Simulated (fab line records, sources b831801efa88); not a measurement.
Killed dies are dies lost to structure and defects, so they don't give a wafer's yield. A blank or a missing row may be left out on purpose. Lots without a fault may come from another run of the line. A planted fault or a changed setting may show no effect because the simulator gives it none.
fab line records | flow sky130
record lots=6 wafers=18 last_day=49
route steps=708 shown VIA4@658 METAL5@661 PAD_OPEN@708
lots that met no fault: from a run of the same line without faults
start_h: hours from the record's first day to the start of the lot's first wafer shown | wait_h: hours since the lot's step before | " the same as in the row above | L1.1+2: a row that stands for several wafers | - no value, or no start given | * or withheld: withheld | < > ~ a bound
route shown NAME@n: a module of which the file shows steps, and the number in the route of the first | usual: mean/standard deviation of fault-free wafers | same: alike in all rows | chamber/n: place in a boat | sites: the reading at each site | _std_site: their standard deviation | _edge_site: outer sites' mean less inner sites' | radius_mm: how far each site lies from the wafer's centre | mask NAME#n: copy n | behind: the tool/chamber that last shaped the wafer | hold: why the lot was held/for how many hours/how that ended | device: the transistor (n, p or np) that didn't switch | end of line: the same wafers' tests at the end of the route | a step without rows: its recipe alone | killed: dies lost to structure and defects at the first sort, not the wafer's yield | map: a wafer's dies, x killed, . not, _ none there
set.NAME: the setting as run; set.NAME@STEP: as run at that earlier step | model.NAME: the simulator's own value behind a step, which no gauge read
lots at some steps of the route; a table a step, a row a wafer
services: from which hour (start_h, from the record's first day; less than 0 if before it) a tool's chamber was out of use, for how many hours, and why
## steps
# step SKY_VIA4_RS_MEAS_19
# recipe thk_meas_gauge=four-point-probe reads=W_of_VIA4_CVD_18+TiN_of_VIA4_SPUTTER_17
# usual VIA4_W_RS=0.2258/0.0024
# columns lot.wafer tool chamber start_h wait_h VIA4_W_RS[ohm/sq]
L124.3 film_metro-02 - 1034.21 0.1 0.2295
L124.4 " - " " 0.2310
L124.6 " - " " 0.2259
L130.3 film_metro-02 - 1064.09 0.1 0.2255
L130.4 " - " " 0.2201
L130.6 " - " " 0.2220
L131.1 film_metro-04 - 1073.98 0.1 0.2262
L131.3 " - " " 0.2281
L131.4 " - " " 0.2247
L135.1 film_metro-02 - 1096.11 0.1 0.2264
L135.3 " - " " 0.2257
L135.6 " - " " 0.2250
L137.2 film_metro-04 - 1111.69 0.1 0.2207
L137.4 " - " " 0.2248
L137.5 " - " " 0.2242
L141.1 film_metro-04 - 1130.55 0.1 0.2278
L141.4 " - " " 0.2308
L141.5 " - " " 0.2298
# step SKY_VIA4_THK_MEAS_20
# recipe thk_meas_gauge=xrf reads=W_of_VIA4_CVD_18
# usual VIA4_W_THK=506/6.8
# columns lot.wafer tool chamber start_h wait_h VIA4_W_THK[nm]
L124.3 film_metro-02 - 1034.31 0.1 490
L124.4 " - " " 489
L124.6 " - " " 497
L130.3 film_metro-02 - 1064.19 0.1 507
L130.4 " - " " 520
L130.6 " - " " 514
L131.1 film_metro-04 - 1074.10 0.1 507
L131.3 " - " " 504
L131.4 " - " " 508
L135.1 film_metro-02 - 1096.23 0.1 500
L135.3 " - " " 503
L135.6 " - " " 504
L137.2 film_metro-04 - 1111.80 0.1 521
L137.4 " - " " 510
L137.5 " - " " 511
L141.1 film_metro-04 - 1130.67 0.1 501
L141.4 " - " " 495
L141.5 " - " " 496
# step SKY_VIA4_CMP_21
# recipe stop_on=SiO2 t_overpolish_s=25 down_force_psi=3.5 platen_rpm=60 target_thk_nm=0 pad_velocity_m_s=0.94248
# step SKY_METAL5_SPUTTER_00
# recipe material=Ti target_thk_nm=15 power_w=3000 time_s=10 chamber_pressure_pa=0.4
# usual throttle_valve_pct=30.5/0.93
# columns lot.wafer tool chamber start_h wait_h throttle_valve_pct
L124.3 pvd_sputter-01 - 1034.65 0.1 29.7
L124.4 " - " " 30.3
L124.6 " - " " 29.8
L130.3 pvd_sputter-01 - 1064.53 0.2 30.1
L130.4 " - " " 28.5
L130.6 " - " " 30.4
L131.1 pvd_sputter-04 - 1074.46 0.1 30.8
L131.3 " - " " 30.9
L131.4 " - " " 29.4
L135.1 pvd_sputter-03 - 1096.59 0.1 30.9
L135.3 " - " " 30.5
L135.6 " - " " 31.6
L137.2 pvd_sputter-03 - 1112.15 0.1 31.6
L137.4 " - " " 30.6
L137.5 " - " " 30.8
L141.1 pvd_sputter-01 - 1131.12 0.2 29.9
L141.4 " - " " 29.7
L141.5 " - " " 30.4
# step SKY_METAL5_SPUTTER_01
# recipe material=TiN target_thk_nm=20 power_w=6500 time_s=16.7 chamber_pressure_pa=0.4
# usual throttle_valve_pct=30.5/0.94
# columns lot.wafer tool chamber start_h wait_h throttle_valve_pct
L124.3 pvd_sputter-01 - 1034.67 0.0 29.7
L124.4 " - " " 30.5
L124.6 " - " " 29.6
L130.3 pvd_sputter-01 - 1064.55 0.0 30.2
L130.4 " - " " 28.8
L130.6 " - " " 30.7
L131.1 pvd_sputter-04 - 1074.48 0.0 31.0
L131.3 " - " " 30.7
L131.4 " - " " 29.0
L135.1 pvd_sputter-03 - 1096.61 0.0 30.8
L135.3 " - " " 30.4
L135.6 " - " " 31.5
L137.2 pvd_sputter-03 - 1112.17 0.0 31.6
L137.4 " - " " 30.4
L137.5 " - " " 31.0
L141.1 pvd_sputter-01 - 1131.14 0.0 29.7
L141.4 " - " " 29.6
L141.5 " - " " 30.8
# step SKY_METAL5_SPUTTER_02
# recipe material=AlCu target_thk_nm=1150 power_w=10600 time_s=61.2 chamber_pressure_pa=0.4
# usual throttle_valve_pct=30.5/0.95
# columns lot.wafer tool chamber start_h wait_h throttle_valve_pct
L124.3 pvd_sputter-01 - 1034.70 0.0 29.9
L124.4 " - " " 30.5
L124.6 " - " " 29.9
L130.3 pvd_sputter-01 - 1064.58 0.0 29.7
L130.4 " - " " 28.8
L130.6 " - " " 30.5
L131.1 pvd_sputter-04 - 1074.51 0.0 30.9
L131.3 " - " " 30.6
L131.4 " - " " 29.2
L135.1 pvd_sputter-03 - 1096.64 0.0 31.1
L135.3 " - " " 30.8
L135.6 " - " " 31.9
L137.2 pvd_sputter-03 - 1112.20 0.0 31.6
L137.4 " - " " 30.6
L137.5 " - " " 30.6
L141.1 pvd_sputter-01 - 1131.17 0.0 29.6
L141.4 " - " " 29.8
L141.5 " - " " 30.3
# step SKY_METAL5_SPUTTER_03
# recipe material=Ti target_thk_nm=5 power_w=3000 time_s=3.3 chamber_pressure_pa=0.4
# usual throttle_valve_pct=30.5/0.96
# columns lot.wafer tool chamber start_h wait_h throttle_valve_pct
L124.3 pvd_sputter-01 - 1034.75 0.0 29.8
L124.4 " - " " 30.7
L124.6 " - " " 29.7
L130.3 pvd_sputter-01 - 1064.63 0.0 29.8
L130.4 " - " " 28.5
L130.6 " - " " 30.6
L131.1 pvd_sputter-04 - 1074.56 0.0 30.9
L131.3 " - " " 30.7
L131.4 " - " " 29.4
L135.1 pvd_sputter-03 - 1096.69 0.0 30.7
L135.3 " - " " 30.9
L135.6 " - " " 31.5
L137.2 pvd_sputter-03 - 1112.25 0.0 31.8
L137.4 " - " " 30.8
L137.5 " - " " 30.9
L141.1 pvd_sputter-01 - 1131.22 0.0 30.2
L141.4 " - " " 29.5
L141.5 " - " " 30.6
# step SKY_METAL5_SPUTTER_04
# recipe material=TiN target_thk_nm=70 power_w=6500 time_s=58.3 chamber_pressure_pa=0.4
# usual throttle_valve_pct=30.5/0.9
# columns lot.wafer tool chamber start_h wait_h throttle_valve_pct
L124.3 pvd_sputter-01 - 1034.76 0.0 29.6
L124.4 " - " " 30.4
L124.6 " - " " 30.1
L130.3 pvd_sputter-01 - 1064.65 0.0 30.0
L130.4 " - " " 28.5
L130.6 " - " " 30.8
L131.1 pvd_sputter-04 - 1074.58 0.0 30.9
L131.3 " - " " 30.9
L131.4 " - " " 29.4
L135.1 pvd_sputter-03 - 1096.70 0.0 30.9
L135.3 " - " " 30.5
L135.6 " - " " 31.5
L137.2 pvd_sputter-03 - 1112.27 0.0 31.7
L137.4 " - " " 30.6
L137.5 " - " " 30.9
L141.1 pvd_sputter-01 - 1131.24 0.0 30.0
L141.4 " - " " 29.7
L141.5 " - " " 30.8
# step SKY_METAL5_RS_MEAS_05
# recipe thk_meas_gauge=four-point-probe reads=TiN_of_METAL5_SPUTTER_04+Ti_of_METAL5_SPUTTER_03+AlCu_of_METAL5_SPUTTER_02+TiN_of_METAL5_SPUTTER_01+Ti_of_METAL5_SPUTTER_00
# usual METAL5_ALCU_RS=0.0270/0.00033
# columns lot.wafer tool chamber start_h wait_h METAL5_ALCU_RS[ohm/sq]
L124.3 film_metro-04 - 1034.85 0.1 0.0270
L124.4 " - " " 0.0271
L124.6 " - " " 0.0271
L130.3 film_metro-01 - 1064.73 0.1 0.0268
L130.4 " - " " 0.0272
L130.6 " - " " 0.0271
L131.1 film_metro-01 - 1074.62 0.0 0.0265
L131.3 " - " " 0.0264
L131.4 " - " " 0.0267
L135.1 film_metro-02 - 1096.75 0.0 0.0274
L135.3 " - " " 0.0272
L135.6 " - " " 0.0272
L137.2 film_metro-02 - 1112.37 0.1 0.0270
L137.4 " - " " 0.0273
L137.5 " - " " 0.0272
L141.1 film_metro-02 - 1131.29 0.0 0.0273
L141.4 " - " " 0.0276
L141.5 " - " " 0.0277
# step SKY_METAL5_THK_MEAS_06
# recipe thk_meas_gauge=xrf reads=AlCu_of_METAL5_SPUTTER_02
# usual METAL5_ALCU_THK=1155/16
# columns lot.wafer tool chamber start_h wait_h METAL5_ALCU_THK[nm]
L124.3 film_metro-04 - 1034.95 0.1 1146
L124.4 " - " " 1149
L124.6 " - " " 1147
L130.3 film_metro-01 - 1064.83 0.1 1150
L130.4 " - " " 1134
L130.6 " - " " 1139
L131.1 film_metro-01 - 1074.74 0.1 1158
L131.3 " - " " 1169
L131.4 " - " " 1155
L135.1 film_metro-02 - 1096.87 0.1 1151
L135.3 " - " " 1160
L135.6 " - " " 1161
L137.2 film_metro-02 - 1112.48 0.1 1158
L137.4 " - " " 1150
L137.5 " - " " 1157
L141.1 film_metro-02 - 1131.41 0.1 1153
L141.4 " - " " 1139
L141.5 " - " " 1132
# step SKY_METAL5_DEHYDRATE_07
# recipe temp_c=200 time_s=60
# step SKY_METAL5_HMDS_08
# recipe prime_time_s=60 prime_temp_c=120
# step SKY_METAL5_COAT_09
# recipe resist=NOVOLAK spin_rpm=3000 resist_thk_nm=1800
# columns lot.wafer tool chamber start_h wait_h model.NOVOLAK_of_METAL5_COAT_09.thk_nm
L124.3+6 litho_track-01 0 1045.81 0.1 1807
L124.4 " 0 " " 1803
L130.3 litho_track-01 0 1074.56 0.1 1980
L130.4 " 0 " " 1797
L130.6 " 0 " " 1978
L131.1 litho_track-01 0 1085.71 0.1 1799
L131.3 " 0 " " 1981
L131.4 " 0 " " 1805
L135.1 litho_track-04 0 1108.21 0.1 1805
L135.3 " 0 " " 1802
L135.6 " 0 " " 1801
L137.2 litho_track-02 0 1121.78 0.1 1807
L137.4 " 0 " " 1804
L137.5 " 0 " " 1800
L141.1+5 litho_track-01 0 1139.51 0.1 1804
L141.4 " 0 " " 1800
# step SKY_METAL5_SOFTBAKE_10
# recipe temp_c=90 time_s=60 resist=NOVOLAK
# step SKY_METAL5_EXPOSE_11
# recipe mask_id=MM5 na=0.6 source_shape=conventional sigma_outer=0.6 polarization=unpolarized target_cd_nm=1600 dose_mj=190
# step SKY_METAL5_PEB_12
# recipe temp_c=withheld time_s=* resist=NOVOLAK
# step SKY_METAL5_DEVELOP_13
# recipe resist=NOVOLAK developer=TMAH develop_time_s=60 dev_temp_c=23
# step SKY_METAL5_DESCUM_14
# recipe chemistry=O2 source_power_w=150 bias_power_w=0 pressure_mtorr=10 temp_c=40 time_s=11
# usual chamber_pressure_mTorr=10.000/0.0086 drypump_motor_current_A=5.7/0.52 oes_product_au=1.002/0.0076
# columns lot.wafer tool chamber start_h wait_h chamber_pressure_mTorr drypump_motor_current_A oes_product_au rf_hours_counter_h model.METAL5.cd_nm
L124.3 rie_metal-02 0 1057.52 0.1 10.003 6.3 0.989 - 1598
L124.4 " 1 " " 9.984 5.5 0.995 - 1597
L124.6 " 1 " " 9.997 5.5 1.001 - 1599
L130.3 rie_metal-01 1 1086.07 0.1 9.987 5.7 1.010 - 1614
L130.4 " 0 " " 9.993 4.8 1.005 - 1599
L130.6 " 0 " " 9.998 4.9 1.006 - 1613
L131.1 rie_metal-02 1 1095.06 0.1 10.004 5.5 1.011 13 1602
L131.3 " 1 " " 10.002 5.5 1.009 - 1617
L131.4 " 0 " " 9.989 6.3 1.003 - 1605
L135.1 rie_metal-01 0 1117.61 0.1 10.017 4.9 0.984 21 1596
L135.3 " 1 " " 9.989 5.7 0.999 - 1594
L135.6 " 0 " " 10.012 4.9 0.987 - 1596
L137.2 rie_metal-02 1 1131.77 0.1 10.006 5.5 1.005 - 1601
L137.4 " 1 " " 9.998 5.5 0.996 - 1603
L137.5 " 1 " " 9.992 5.5 1.003 - 1602
L141.1 rie_metal-04 1 1149.71 0.1 10.003 5.9 1.021 20 1600
L141.4 " 1 " " 9.995 5.9 1.016 - 1598
L141.5 " 1 " " 10.004 6.0 1.017 - 1600
# step SKY_METAL5_METAL_ETCH_15
# recipe target_depth_a=12600 stop_on=SiO2 over_etch_frac=0.2 time_s=252 chemistry=Cl2/BCl3 resist_sidewall_deg=86 pressure_mtorr=10 icp_w=900 bias_w=48.5 Cl2_flow_sccm=60 bcl3_flow_sccm=30
# usual chamber_pressure_mTorr=10.000/0.0098 drypump_motor_current_A=5.7/0.52 oes_product_au=0.894/0.0047 throttle_valve_pct=22.264/0.0096
# columns lot.wafer tool chamber start_h wait_h chamber_pressure_mTorr drypump_motor_current_A oes_product_au rf_hours_counter_h throttle_valve_pct model.NOVOLAK_of_METAL5_COAT_09.thk_nm model.METAL5.cd_nm
L124.3 rie_metal-02 0 1057.62 0.1 9.992 6.4 0.897 - 22.259 1042 1590
L124.4 " 1 " " 9.988 5.5 0.895 - 22.276 1038 1588
L124.6 " 1 " " 10.011 5.5 0.896 - 22.264 1046 1590
L130.3 rie_metal-01 1 1086.17 0.1 9.998 5.7 0.901 - 22.249 1208 1616
L130.4 " 0 " " 10.006 4.8 0.888 - 22.259 1032 1593
L130.6 " 0 " " 9.992 4.9 0.894 - 22.269 1209 1606
L131.1 rie_metal-02 1 1095.09 0.0 9.990 5.5 0.905 14 22.242 1026 1594
L131.3 " 1 " " 10.002 5.5 0.893 - 22.267 1215 1607
L131.4 " 0 " " 9.992 6.4 0.894 - 22.257 1039 1599
L135.1 rie_metal-01 0 1117.64 0.0 9.992 4.9 0.895 21 22.267 1055 1589
L135.3 " 1 " " 10.017 5.7 0.890 - 22.268 1041 1590
L135.6 " 0 " " 10.001 4.9 0.892 - 22.259 1045 1588
L137.2 rie_metal-02 1 1131.90 0.1 9.992 5.5 0.892 - 22.259 1051 1590
L137.4 " 1 " " 10.007 5.5 0.897 - 22.269 1046 1593
L137.5 " 1 " " 9.996 5.5 0.889 - 22.275 1041 1593
L141.1 rie_metal-04 1 1149.77 0.1 10.008 5.9 0.886 20 22.260 1027 1595
L141.4 " 1 " " 10.012 6.0 0.896 - 22.265 1020 1591
L141.5 " 1 " " 9.971 6.0 0.893 - 22.266 1029 1594
# step SKY_METAL5_STRIP_16
# recipe chemistry=O2/N2 power_w=1400 pressure_mtorr=1500 platen_temp_c=withheld o2_flow_sccm=3000 n2_flow_sccm=300 overash_fraction=0.5
# usual chamber_pressure_mTorr=1500.3/1.5 drypump_motor_current_A=5.9/0.42 oes_product_au=0.711/0.005 strip_time_to_endpoint_s=13.05/0.098
# columns lot.wafer tool chamber start_h wait_h chamber_pressure_mTorr drypump_motor_current_A oes_product_au rf_hours_counter_h strip_time_to_endpoint_s
L124.3 plasma_asher-03 1 1057.81 0.1 1498.0 5.7 0.706 - 13.16
L124.4 " 0 " " 1502.4 5.8 0.720 - 13.11
L124.6 " 0 " " 1501.6 5.8 0.701 - 13.20
L130.3 plasma_asher-04 0 1086.36 0.1 1500.1 6.0 0.708 - 15.04
L130.4 " 1 " " 1501.5 5.3 0.717 - 13.02
L130.6 " 0 " " 1499.1 6.0 0.718 - 15.05
L131.1 plasma_asher-01 1 1095.33 0.2 1498.9 6.7 0.712 35 12.97
L131.3 " 1 " " 1499.8 6.7 0.711 - 15.13
L131.4 " 0 " " 1499.1 6.2 0.709 - 13.12
L135.1 plasma_asher-01 0 1117.88 0.2 1500.0 6.1 0.713 37 13.26
L135.3 " 0 " " 1501.4 6.2 0.712 - 13.13
L135.6 " 1 " " 1499.3 6.7 0.712 - 13.19
L137.2 plasma_asher-03 0 1132.29 0.3 1498.7 5.8 0.712 105 13.24
L137.4 " 0 " " 1498.3 5.8 0.708 - 13.19
L137.5 " 0 " " 1499.1 5.8 0.714 - 13.15
L141.1 plasma_asher-04 1 1150.24 0.4 1503.4 5.3 0.712 6 12.96
L141.4 " 0 " " 1500.5 6.0 0.711 - 12.89
L141.5 " 0 " " 1501.5 6.0 0.720 - 13.00
# step SKY_METAL5_STRIP_17
# recipe chemistry=post_etch_residue_remover time_s=1200 temp_c=72.5
# step SKY_PAD_OPEN_PROBE_99
# usual defect_limited_yield=82.5/1.9 killed_at_M0_to_M3=43/6.8 killed_at_M4_up=3.2/1.7 killed_at_contacts=24/5.7 killed_at_front_end=16/4.3 killed_at_other=0.3/0.56 killed_dies=86/9.5 killed_open=47/6.9 killed_short=39/5.8 sort_bin_3_pad_short=0.9/0.39 sort_bin_5_function=10.3/1.5 sort_bin_6_memory=6.3/1.1 sort_n_pass=406/9.5 sort_yield_pct=82.5/1.9
# same gross_dies=492 killed_at_back_side=0 sort_bin_4_leakage[%]=0 sort_bin_8_speed[%]=0
# columns lot.wafer tool chamber start_h wait_h defect_limited_yield[%] killed_at_M0_to_M3 killed_at_M4_up killed_at_contacts killed_at_front_end killed_at_other killed_dies killed_open killed_short sort_bin_3_pad_short[%] sort_bin_5_function[%] sort_bin_6_memory[%] sort_n_pass sort_yield_pct[%] model.etest.met5.width_nm
L124.3 prober-02 - 1102.64 0.2 82.9 31 5 23 24 1 84 42 42 0 8.9 8.1 408 82.9 1590
L124.4 prober-02 - 1102.69 0.2 82.3 50 2 16 19 0 87 41 46 1.0 12.2 4.5 405 82.3 1590
L124.6 prober-02 - 1102.79 0.2 84.3 39 4 21 13 0 77 44 33 0.6 9.1 5.9 415 84.3 1592
L130.3 prober-01 - 1129.77 0.2 84.8 49 8 10 8 0 75 36 38 0.8 8.9 5.5 417 84.8 1613
L130.4 prober-01 - 1129.82 0.2 82.3 44 5 25 12 1 87 45 39 1.2 10.0 6.5 405 82.3 1592
L130.6 prober-01 - 1129.92 0.2 86.8 31 1 18 15 0 65 36 29 0.6 7.1 5.5 427 86.8 1603
L131.1 prober-02 - 1138.17 0.1 83.5 44 6 19 11 1 81 48 33 0 10.2 6.3 411 83.5 1596
L131.3 prober-02 - 1138.27 0.2 84.6 47 1 16 12 0 76 40 36 0.4 10.4 4.7 416 84.6 1607
L131.4 prober-02 - 1138.32 0.2 84.8 37 2 18 18 0 75 49 26 0.2 9.8 5.3 417 84.8 1599
L135.1 prober-02 - 1158.67 0.1 82.9 45 3 27 9 0 84 46 38 1.0 10.8 5.3 408 82.9 1588
L135.3 prober-02 - 1158.77 0.2 83.7 42 3 25 10 0 80 50 30 1.0 10.2 5.1 412 83.7 1589
L135.6 prober-02 - 1158.92 0.2 82.1 40 4 20 24 0 88 47 41 0.4 11.6 5.9 404 82.1 1584
L137.2 prober-02 - 1171.87 0.1 81.5 48 4 26 12 1 91 45 45 1.4 13.0 4.1 401 81.5 1591
L137.4 prober-02 - 1171.97 0.2 81.1 36 3 39 15 0 93 50 43 1.0 12.2 5.7 399 81.1 1593
L137.5 prober-02 - 1172.02 0.2 80.3 52 4 30 11 0 97 53 44 0.4 10.8 8.5 395 80.3 1592
L141.1 prober-01 - 1186.83 0.1 82.5 44 2 23 15 2 86 48 38 1.0 9.1 7.3 406 82.5 1596
L141.4 prober-01 - 1186.98 0.2 83.7 42 1 25 11 1 80 42 37 1.2 8.9 6.1 412 83.7 1591
L141.5 prober-01 - 1187.03 0.2 81.9 49 3 22 15 0 89 49 40 0.6 11.0 6.5 403 81.9 1596
# killed by level:class
L124.3 VIA2:geometric_particle:open=10 FIELD_ISO:geometric_particle:short=8 CONTACT:geometric_particle:open=8 FIELD_ISO:geometric_particle:open=7 LI_CONTACT:geometric_particle:open=5 CONTACT:geometric_particle:short=5 METAL4:geometric_particle:short=5 POLY_GATE:geometric_particle:short=4
L124.4 VIA3:geometric_particle:open=11 POLY_GATE:geometric_particle:short=9 VIA1:geometric_particle:open=7 METAL1:geometric_particle:short=6 VIA1:geometric_particle:short=6 CONTACT:geometric_particle:short=5 CONTACT:geometric_particle:open=5 METAL2:geometric_particle:short=5
L124.6 VIA1:geometric_particle:open=8 CONTACT:geometric_particle:open=7 VIA2:geometric_particle:open=6 VIA3:geometric_particle:open=6 FIELD_ISO:geometric_particle:open=5 VIA1:geometric_particle:short=5 LI_CONTACT:geometric_particle:open=4 CONTACT:geometric_particle:short=4
L130.3 METAL2:geometric_particle:short=15 VIA1:geometric_particle:open=8 VIA3:geometric_particle:open=7 METAL1:geometric_particle:short=6 METAL4:geometric_particle:short=6 VIA2:geometric_particle:open=5 LI_CONTACT:geometric_particle:short=4 LI_CONTACT:geometric_particle:open=4
L130.4 VIA1:geometric_particle:open=11 LI_CONTACT:geometric_particle:open=10 VIA2:geometric_particle:open=6 LOCAL_INTERCONNECT:geometric_particle:short=6 METAL2:geometric_particle:short=5 CONTACT:geometric_particle:short=5 METAL1:geometric_particle:short=5 VIA1:geometric_particle:short=5
L130.6 LI_CONTACT:geometric_particle:open=8 VIA3:geometric_particle:open=7 METAL1:geometric_particle:short=6 VIA1:geometric_particle:open=5 LOCAL_INTERCONNECT:geometric_particle:short=4 CONTACT:geometric_particle:open=4 METAL2:geometric_particle:short=4 FIELD_ISO:geometric_particle:short=3
L131.1 VIA1:geometric_particle:open=14 VIA2:geometric_particle:short=7 CONTACT:geometric_particle:open=6 LI_CONTACT:geometric_particle:open=6 VIA2:geometric_particle:open=6 LOCAL_INTERCONNECT:geometric_particle:short=5 METAL1:geometric_particle:short=5 VIA3:geometric_particle:open=5
L131.3 VIA2:geometric_particle:open=12 METAL1:geometric_particle:short=7 VIA1:geometric_particle:open=7 CONTACT:geometric_particle:open=6 VIA3:geometric_particle:open=6 METAL3:geometric_particle:short=4 VIA1:geometric_particle:short=4 FIELD_ISO:geometric_particle:short=3
L131.4 VIA2:geometric_particle:open=11 FIELD_ISO:geometric_particle:open=9 CONTACT:geometric_particle:open=9 METAL1:geometric_particle:short=7 METAL2:geometric_particle:short=6 LI_CONTACT:geometric_particle:open=5 VIA3:geometric_particle:open=4 SPACER:geometric_particle:short=3
L135.1 VIA1:geometric_particle:open=14 VIA3:geometric_particle:open=8 LI_CONTACT:geometric_particle:open=7 VIA1:geometric_particle:short=7 CONTACT:geometric_particle:open=6 CONTACT:geometric_particle:short=5 LOCAL_INTERCONNECT:geometric_particle:short=5 FIELD_ISO:geometric_particle:short=4
L135.3 VIA1:geometric_particle:open=18 CONTACT:geometric_particle:open=13 LOCAL_INTERCONNECT:geometric_particle:short=6 VIA3:geometric_particle:open=5 LI_CONTACT:geometric_particle:open=4 VIA1:geometric_particle:short=4 FIELD_ISO:geometric_particle:short=3 POLY_GATE:geometric_particle:open=3
L135.6 CONTACT:geometric_particle:open=11 VIA1:geometric_particle:open=9 FIELD_ISO:geometric_particle:short=7 METAL2:geometric_particle:short=6 VIA2:geometric_particle:open=6 FIELD_ISO:geometric_particle:open=5 LOCAL_INTERCONNECT:geometric_particle:short=5 METAL3:geometric_particle:short=5
L137.2 CONTACT:geometric_particle:open=8 VIA2:geometric_particle:open=8 VIA1:geometric_particle:open=7 LI_CONTACT:geometric_particle:open=7 METAL2:geometric_particle:short=7 METAL3:geometric_particle:short=7 VIA2:geometric_particle:short=6 METAL1:geometric_particle:short=5
L137.4 CONTACT:geometric_particle:open=15 VIA3:geometric_particle:open=7 LI_CONTACT:geometric_particle:open=6 LOCAL_INTERCONNECT:geometric_particle:short=6 CONTACT:geometric_particle:short=6 VIA1:geometric_particle:open=6 POLY_GATE:geometric_particle:open=5 LI_CONTACT:geometric_particle:short=5
L137.5 CONTACT:geometric_particle:open=14 VIA3:geometric_particle:open=12 VIA1:geometric_particle:short=10 LI_CONTACT:geometric_particle:open=8 VIA1:geometric_particle:open=6 VIA2:geometric_particle:open=6 METAL3:geometric_particle:short=5 CONTACT:geometric_particle:short=5
L141.1 VIA1:geometric_particle:open=10 VIA3:geometric_particle:open=8 CONTACT:geometric_particle:open=7 LI_CONTACT:geometric_particle:open=6 VIA2:geometric_particle:open=5 FIELD_ISO:geometric_particle:open=5 METAL1:geometric_particle:short=5 VIA1:geometric_particle:short=5
L141.4 CONTACT:geometric_particle:open=9 VIA1:geometric_particle:short=8 VIA2:geometric_particle:open=7 CONTACT:geometric_particle:short=6 METAL2:geometric_particle:short=6 VIA1:geometric_particle:open=6 VIA3:geometric_particle:open=6 POLY_GATE:geometric_particle:open=4
L141.5 VIA1:geometric_particle:open=11 VIA3:geometric_particle:open=7 LOCAL_INTERCONNECT:geometric_particle:short=6 POLY_GATE:geometric_particle:open=5 LI_CONTACT:geometric_particle:open=5 VIA2:geometric_particle:open=5 CONTACT:geometric_particle:open=5 VIA1:geometric_particle:short=5
## services
# columns tool chamber start_h hours kind
pvd_sputter-03 1 1016.21 - consumable_replace:kit
pvd_sputter-03 1 1016.21 18.0 scheduled_down
pvd_sputter-03 1 1016.21 18.0 vent_cycle
pvd_sputter-04 1 1045.41 - consumable_replace:kit
pvd_sputter-04 1 1045.41 18.0 scheduled_down
pvd_sputter-04 1 1045.41 18.0 vent_cycle
pvd_sputter-04 - 1053.14 3.7 repair
plasma_asher-04 - 1055.31 9.0 pm
pvd_sputter-01 1 1088.76 - consumable_replace:kit
pvd_sputter-01 1 1088.76 18.0 scheduled_down
pvd_sputter-01 1 1088.76 18.0 vent_cycle
plasma_asher-04 - 1100.85 17.1 repair
plasma_asher-03 - 1103.78 1.5 repair
rie_metal-04 - 1108.81 1.4 pm
plasma_asher-04 - 1121.26 2.8 pm
rie_metal-02 0 1124.41 9.4 repair
pvd_sputter-03 - 1127.05 0.6 repair
pvd_sputter-03 - 1142.84 1.0 repair
pvd_sputter-04 0 1144.73 - consumable_replace:kit
pvd_sputter-04 0 1144.73 18.0 scheduled_down
pvd_sputter-04 0 1144.73 18.0 vent_cycle
pvd_sputter-03 0 1148.17 - consumable_replace:kit
pvd_sputter-03 0 1148.17 18.0 scheduled_down
pvd_sputter-03 0 1148.17 18.0 vent_cycle
## key
first_sign step=SKY_METAL5_STRIP_16 reading=strip_time_to_endpoint_s direction=up sigmas=21 usual=* struck=*
effect none on later readings
model_effect step=SKY_METAL5_COAT_09 value=NOVOLAK_of_METAL5_COAT_09.thk_nm without=1802 struck=1980
model_effect step=SKY_METAL5_DESCUM_14 value=METAL5.cd_nm without=1600 struck=1614
model_effect step=SKY_METAL5_METAL_ETCH_15 value=NOVOLAK_of_METAL5_COAT_09.thk_nm without=1033 struck=1211
model_effect step=SKY_PAD_OPEN_PROBE_99 value=etest.met5.width_nm without=1593 struck=1608
met_at SKY_METAL5_COAT_09
struck_wafers L130.3,L130.6,L131.3
onset_between 1045.81 1074.56
fault kind=process_parameter_drift tool=litho_track-01 chamber=- onset_h=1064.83 steps=SKY_METAL5_COAT_09 channel=resist_thk_nm offset=177.68 shape=step end_h=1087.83 scope=struck_wafers_only acts_in=these_recipes_only stated=1800
